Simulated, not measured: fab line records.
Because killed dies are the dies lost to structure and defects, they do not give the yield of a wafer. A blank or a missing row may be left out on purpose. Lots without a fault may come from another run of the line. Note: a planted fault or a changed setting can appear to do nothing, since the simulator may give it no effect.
One fault seen from 2 desks || flow gf180mcu || each desk has only its own numbers; what lay behind them comes last

== THE METROLOGY DESK ==
Lot by lot, what the gauges showed, no matter which tool ran the lot: averages of those sampled wafers that carry a number. Any lot whose mean is over 4 standard deviations away from the usual mean is out of limits and marked OUT; that distance is given in the brackets.
Columns: A = INCOMING_BOW at GF_STI_BOW_MEAS_00, usual 0 um; B = HV_LDD_TW at GF_HV_LDD_TW_MEAS_11, usual 2414; C = HV_LDD_RS at GF_HV_LDD_RS_MEAS_53, usual 418.3 ohm/sq
{"lot": "L753", "first seen here": "day 1 10:00", "A": 3, "B": 2421, "C": 417.8}
{"lot": "L754", "first seen here": "day 1 15:04", "A": 4, "B": 2413, "C": 419.2}
{"lot": "L756", "first seen here": "day 2 01:00", "A": -3, "B": 2420, "C": 417.8}
{"lot": "L759", "first seen here": "day 2 16:01", "A": -6, "B": 2431, "C": 417.5}
{"lot": "L760", "first seen here": "day 2 21:01", "A": -5, "B": 2416, "C": 418.8}
{"lot": "L761", "first seen here": "day 3 02:00", "A": -2, "B": 2420, "C": 416.7}
{"lot": "L764", "first seen here": "day 3 17:02", "A": 3, "B": 2416, "C": 418.8}
{"lot": "L766", "first seen here": "day 4 03:01", "A": 2, "B": "2303 (-6.5) OUT", "C": "423.2 (+4.9) OUT"}
{"lot": "L768", "first seen here": "day 4 13:00", "A": 2, "B": "2263 (-8.9) OUT", "C": 421.8}
{"lot": "L774", "first seen here": "day 5 19:00", "A": -1, "B": 2430, "C": 418.1}
{"lot": "L775", "first seen here": "day 6 00:02", "A": 3, "B": 2441, "C": 418.3}
{"lot": "L776", "first seen here": "day 6 05:00", "A": -8, "B": 2408, "C": 418.1}
This desk's result: L766, L768 out of limits, first on L766 (HV_LDD_TW at GF_HV_LDD_TW_MEAS_11), day 13 21:52. L753, L754, L756, L759, L760, L761, L764, L774, L775, L776 stayed within limits.

== THE TOOL OWNER'S DESK: implanter-04 ==
The tool's own readings at GF_HV_LDD_IMPLANT_09: means of the sampled wafers that have a number, for each lot that ran on this tool. Any lot whose mean is over 4 standard deviations away from the usual mean is out of limits and marked OUT; that distance is given in the brackets.
Columns: A = beamEnergyKeV at GF_HV_LDD_IMPLANT_09, usual 40.002
{"lot": "L754", "first seen here": "day 10 05:46", "A": 39.993}
{"lot": "L759", "first seen here": "day 11 18:14", "A": 39.999}
{"lot": "L760", "first seen here": "day 12 03:11", "A": 39.996}
{"lot": "L761", "first seen here": "day 12 11:34", "A": 40.009}
{"lot": "L766", "first seen here": "day 13 21:38", "A": "33.616 (-99 or more) OUT"}
{"lot": "L768", "first seen here": "day 14 15:02", "A": "33.624 (-99 or more) OUT"}
This desk's finding: out of limits on L766, L768; first on L766, day 13 21:38 (beamEnergyKeV at GF_HV_LDD_IMPLANT_09). L754, L759, L760, L761 stayed within limits.

== ALL TOGETHER ==
At day 13 21:38, on L766, L768, the tool owner's desk was in a position to raise an alarm.
At day 13 21:52 the metrology desk could have sounded an alarm, on L766, L768.
Of the lots named, all ran GF_HV_LDD_IMPLANT_09 on implanter-04.

== WHAT THE SIMULATOR PUT IN ==
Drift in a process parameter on implanter-04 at GF_HV_LDD_IMPLANT_09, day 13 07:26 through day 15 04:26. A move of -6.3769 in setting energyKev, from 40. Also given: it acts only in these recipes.
Shown lots that were struck: L766, L768.
Delay (hours) between the fault's onset and each desk's first out-of-limits reading: 14 at the tool owner's desk, 14 at the metrology desk.
